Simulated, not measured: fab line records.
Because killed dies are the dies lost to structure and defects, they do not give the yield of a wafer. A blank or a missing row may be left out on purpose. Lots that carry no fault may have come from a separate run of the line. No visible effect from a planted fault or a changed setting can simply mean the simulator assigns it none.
Chamber matching | flow gf180mcu | GF_V2_CMP_26 on cmp-01 has 4 sister chambers
The step polishes, stops on SiO2, t overpolish 15 s, target thk 0 nm. 4 wafers are shown with their chamber, then 7 later ones without.

WAFERS, EACH WITH ITS CHAMBER
wafer  | chamber | motor_current_A (A)
L430.1 | 3       | 12.6
L430.5 | 0       | 11.8
L446.1 | 1       | 10.7
L446.3 | 2       | 11.2

WAFERS WITH NO CHAMBER GIVEN
wafer  | motor_current_A (A)
L446.4 | 11.8
L447.2 | 11.4
L447.5 | 11.4
L447.6 | 12.0
L451.1 | 10.6
L451.2 | 11.4
L451.3 | 11.3

WHICH CHAMBER EACH ONE RAN IN
wafer  | from the rows above     | in truth
L446.4 | 0                       | 0
L447.2 | can't be placed: 2 or 0 | 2
L447.5 | can't be placed: 2 or 0 | 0
L447.6 | 0                       | 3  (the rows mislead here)
L451.1 | 1                       | 1
L451.2 | can't be placed: 2 or 0 | 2
L451.3 | 2                       | 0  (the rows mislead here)
Correct placement for 2 of the 7. These rows do not allow placing 3 (true chamber among the candidates in 3). Wrongly placed: 2.
How it was worked out, from the rows above alone: a wafer's distance from a chamber is the root of the sum, over the readings, of the square of ((its reading less the chamber's mean) divided by the reading's scatter). The wafer belongs to the nearest chamber; if the next one is less than 2 further off, it can't be placed. For every chamber, the mean is computed from those of its wafers that are shown. The scatter: with one shown wafer a chamber, the root of the mean of the squares of how far each hidden wafer lies from its nearest shown one.
